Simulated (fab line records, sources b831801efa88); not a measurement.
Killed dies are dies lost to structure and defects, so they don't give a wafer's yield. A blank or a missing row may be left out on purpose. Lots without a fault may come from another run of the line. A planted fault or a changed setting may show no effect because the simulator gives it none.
Chamber matching | flow sfq_line | SFQ_TRILAYER_I7_CMP_CMP_184 on cmp-01: 4 sister chambers
The step polishes SiO2. 8 wafers are shown with their chamber, then 7 later ones without.

WAFERS WITH THEIR CHAMBER
wafer  | chamber | motor_current_A (A) | time_to_endpoint_s (s)
L494.2 | 2       | 9.9                 | 197
L494.1 | 0       | 10.6                | 206
L494.6 | 1       | 10.7                | 213
L495.2 | 3       | 9.1                 | 215
L495.1 | 2       | 9.6                 | 211
L495.6 | 0       | 10.9                | 230
L499.4 | 3       | 8.9                 | 201
L499.2 | 1       | 11.5                | 216

WAFERS WITHOUT THEIR CHAMBER
wafer  | motor_current_A (A) | time_to_endpoint_s (s)
L499.6 | 10.2                | 201
L501.4 | 10.6                | 228
L501.3 | 9.5                 | 219
L501.6 | 11.0                | 228
L502.1 | 10.8                | 208
L502.3 | 9.5                 | 190
L502.6 | 10.6                | 214

WHICH CHAMBER EACH WENT THROUGH
wafer  | from the rows above          | in truth
L499.6 | can't be placed: 2 or 0 or 1 | 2
L501.4 | can't be placed: 0 or 1      | 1
L501.3 | can't be placed: 2 or 3      | 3
L501.6 | can't be placed: 0 or 1      | 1
L502.1 | can't be placed: 0 or 1      | 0
L502.3 | can't be placed: 2 or 3      | 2
L502.6 | can't be placed: 0 or 1      | 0
Placed correctly: 0 of 7. Can't be placed from these rows: 7 (the true chamber is among the candidates in 7). Placed wrongly: 0.
How it was worked out, from the rows above alone: a wafer's distance from a chamber is the root of the sum, over the readings, of the square of ((its reading less the chamber's mean) divided by the reading's scatter). The wafer belongs to the nearest chamber; if the next one is less than 2 further off, it can't be placed. A chamber's mean is the mean of its shown wafers. The scatter: the root of (the sum of the squares of (reading less its chamber's mean) over the shown wafers, divided by (wafers less chambers)).
